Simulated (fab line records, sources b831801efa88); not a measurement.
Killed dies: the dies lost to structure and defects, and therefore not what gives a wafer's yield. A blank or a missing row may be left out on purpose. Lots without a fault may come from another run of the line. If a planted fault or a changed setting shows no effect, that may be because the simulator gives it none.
Which tool is to blame?	flow gf180mcu	18 wafers sampled from 6 lots at 1 step of a route of 602

WHAT THE GAUGES SHOWED, per wafer
GF_STI_THK_MEAS_22.
lot	measured	on	STI_OXIDATION_01_THK (nm)
L199	day 2 08:25	film metro-04	14.88 14.84 14.63
L201	day 2 18:40	film metro-02	15.37 14.89 15.43
L210	day 4 18:05	film metro-01	14.64 14.98 14.84
L214	day 5 14:02	film metro-02	14.60 14.60 14.74
L216	day 5 23:37	film metro-01	15.21 14.99 15.28
L221	day 7 03:16	film metro-02	14.97 14.91 15.01

EACH LOT AND THE TOOL THAT RAN IT (in order: tool; ch and the chambers of the sampled wafers; start)
Before these readings, the record contains no process step.

THE ANSWER, worked out from the rows above alone
Rule: the lots themselves supply what counts as usual. The widest of any qualifying gaps counts: lots, ordered by their means at a reading, are off when they make up no more than a third of the lots, leave a main group of 4 or more, and stand apart from it by 3 or more times the standard deviation of that group's means. Not used: any main group whose means are identical at the precision the tables above print for the reading. A lot without any number at a reading at which 4 lots or more have one is off too. Where the step has rows for the other lots, those lots are counted as sound.
Nothing can be told from this: no lot is off at any reading shown.

WHAT THE SIMULATOR HAD INSERTED
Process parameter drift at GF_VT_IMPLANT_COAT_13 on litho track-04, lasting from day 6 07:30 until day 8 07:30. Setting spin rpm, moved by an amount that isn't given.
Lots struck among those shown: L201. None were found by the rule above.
